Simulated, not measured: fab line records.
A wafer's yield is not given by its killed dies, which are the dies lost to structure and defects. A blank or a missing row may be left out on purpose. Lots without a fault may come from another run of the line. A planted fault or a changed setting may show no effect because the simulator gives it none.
Comparing a struck lot with a sound one :: flow gf180mcu :: 15 steps out of a route of 602
Sound: these wafers, L697.1, L697.4, L697.5. Struck: wafer L712.6. (L712.4 of the same lot was not struck and is left out.) The cause comes at the end.
Per side, at each step with rows, come the tool, then ch with its chambers, and then its first start. Under that, the readings that differ: sound wafers :: struck wafers :: difference of the means :: sigmas: that difference in standard deviations of wafers without a fault.
alike: readings whose means differ by less than 2 such deviations, and words and numbers that are the same on both sides. not compared: withheld readings, readings that some wafer has no value for, bounds like >300 that may hide the same value, and numbers for which the record gives no deviation and whose values overlap.
A row with sigmas, a row that says differs or no value, or rows on one side alone: a step with any of these is where the two part. Non-overlapping numbers with no deviation appear without sigmas and do not part them. A reading missing from all wafers of one side parts the sides only when that side holds two or more wafers.

first, 1 step without rows for these wafers: GF_CONTACT_ETCH_16 (etches BARC in N2/H2).
GF_CONTACT_ETCH_17: etches SiO2 in C4F8/O2/Ar, stops on CoSi2, target depth 860 nm.
  sound on rieDiel-03 ch 0,2; struck on rieDiel-04 ch 3
  alike: oesProductAu
GF_CONTACT_STRIP_18: strips in O2/N2.
  sound on plasmaAsher-01 ch 0, day 16 12:45; struck on plasmaAsher-01 ch 1, day 22 07:59
reading: heaterPowerW (W)
sound: 398 400 407
struck: 275
difference: -127
sigmas: -3
  alike: drypumpMotorCurrentA, n2FlowSccm, oesProductAu
  not compared: rfHoursCounterH
then, 3 steps without rows for these wafers: GF_CONTACT_CLEAN_19 (cleans in SPM); GF_CONTACT_CLEAN_20 (cleans in DIW); GF_CONTACT_CLEAN_21 (cleans in dHF, time 20 s).
GF_CONTACT_SPUTTER_22: material Ti, target thk 15 nm, time 80.02 s.
  struck on pvdSputter-02, day 22 08:23; sound on pvdSputter-04, day 16 13:02
  alike: cathodeDcPowerW, throttleValvePct
GF_CONTACT_SPUTTER_23: material TiN, target thk 10 nm, time 40 s.
  struck on pvdSputter-02, day 22 08:27; sound on pvdSputter-04, day 16 13:06
  alike: cathodeDcPowerW, throttleValvePct
then, 1 step without rows for these wafers: GF_CONTACT_CVD_24 (deposits W, target thk 300 nm, time 90.339 s).
GF_CONTACT_RS_MEAS_25: a four-point-probe measurement.
  struck on filmMetro-03, day 22 08:39; sound on filmMetro-03, day 16 13:14
reading: CONTACT_W_RS (ohm/sq)
sound: 0.385 0.385 0.381
struck: 0.395
difference: +0.011
sigmas: +2
GF_CONTACT_THK_MEAS_26: measures by xrf.
  struck on filmMetro-03, day 22 08:44; sound on filmMetro-03, day 16 13:22
  alike: CONTACT_W_THK
GF_CONTACT_CMP_27: polishes, stops on SiO2, t overpolish 15 s, target thk 0 nm.
  sound on cmp-02 ch 0,1,3, day 16 13:26; struck on cmp-02 ch 0, day 22 08:52
reading: timeToEndpointS (s)
sound: 64 60 77
struck: 79
difference: +12
sigmas: +3
  alike: edgeZonePressureFrac, headPressurePsi, motorCurrentA, overpolishRunS, slurryFilterDpKPa
GF_M1_SPUTTER_00: material Ti, target thk 37.5 nm, time 150 s.
  struck on pvdSputter-01, day 22 09:07; sound on pvdSputter-01, day 16 13:44
reading: model.Ti_of_M1_SPUTTER_00.thkNm (nm)
sound: 37.61 36.8 37.56
struck: 50.55
difference: +13.23
sigmas: 
  alike: cathodeDcPowerW, throttleValvePct
then, 1 step without rows for these wafers: GF_M1_SPUTTER_01 (material TiN, target thk 30 nm, time 25 s).
-- the record jumps here: 11 days lie between the struck wafers' starts before and after (it left off in module M1 and takes up again in module PASSIVATION, whose first step shown is number 602 of the route) --
GF_PASSIVATION_PROBE_99:
  record: rows for the struck wafers here (prober-02, day 33 17:40), none for the sound ones

== WHERE THEY PART ==
Last at GF_PASSIVATION_PROBE_99 as far as this record goes, first at GF_CONTACT_STRIP_18.

WHY: the cause the simulator had injected
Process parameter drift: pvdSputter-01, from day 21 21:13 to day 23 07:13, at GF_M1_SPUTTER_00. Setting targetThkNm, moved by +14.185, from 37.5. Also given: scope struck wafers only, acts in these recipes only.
